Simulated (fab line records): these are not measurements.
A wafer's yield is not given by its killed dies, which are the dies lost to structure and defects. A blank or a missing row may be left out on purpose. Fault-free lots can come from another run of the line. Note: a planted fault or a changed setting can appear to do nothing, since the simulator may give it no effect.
Matching of chambers / flow sfq line / SFQ_TRILAYER_I3_DEP_PECVD_081 on pecvd-03 has 3 sister chambers
The step deposits SiO2 from SiH4/N2O, time 111.11 s, target thk 500 nm. 3 wafers are shown with their chamber, then 7 later ones without.

EACH WAFER AND ITS CHAMBER
wafer=L608.2; chamber=0; throttle valve pct (%)=27.2
wafer=L609.3; chamber=2; throttle valve pct (%)=25.5
wafer=L609.4; chamber=1; throttle valve pct (%)=25.0

WAFERS WITH NO CHAMBER GIVEN
wafer=L609.6; throttle valve pct (%)=27.4
wafer=L613.1; throttle valve pct (%)=27.7
wafer=L613.4; throttle valve pct (%)=25.1
wafer=L613.6; throttle valve pct (%)=25.7
wafer=L615.3; throttle valve pct (%)=27.3
wafer=L615.4; throttle valve pct (%)=25.1
wafer=L615.6; throttle valve pct (%)=27.3

CHAMBER TAKEN BY EACH
wafer=L609.6; from the rows above=0; in truth=0
wafer=L613.1; from the rows above=0; in truth=0
wafer=L613.4; from the rows above=can't be placed: 1 or 2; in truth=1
wafer=L613.6; from the rows above=2; in truth=2
wafer=L615.3; from the rows above=0; in truth=0
wafer=L615.4; from the rows above=can't be placed: 1 or 2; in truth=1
wafer=L615.6; from the rows above=0; in truth=0
Correct placement for 5 of the 7. Unplaceable from these rows: 2, with the true chamber sitting among the candidates in 2. Placed wrongly: 0.
How it was worked out, from the rows above alone: a wafer's distance from a chamber is the root of the sum, over the readings, of the square of ((its reading less the chamber's mean) divided by the reading's scatter). The wafer belongs to the nearest chamber; if the next one is less than 2 further off, it can't be placed. Each chamber's mean is taken over the wafers shown for it. The scatter (one wafer shown for each chamber): square how far every hidden wafer sits from the nearest shown wafer, average those squares and take the square root.
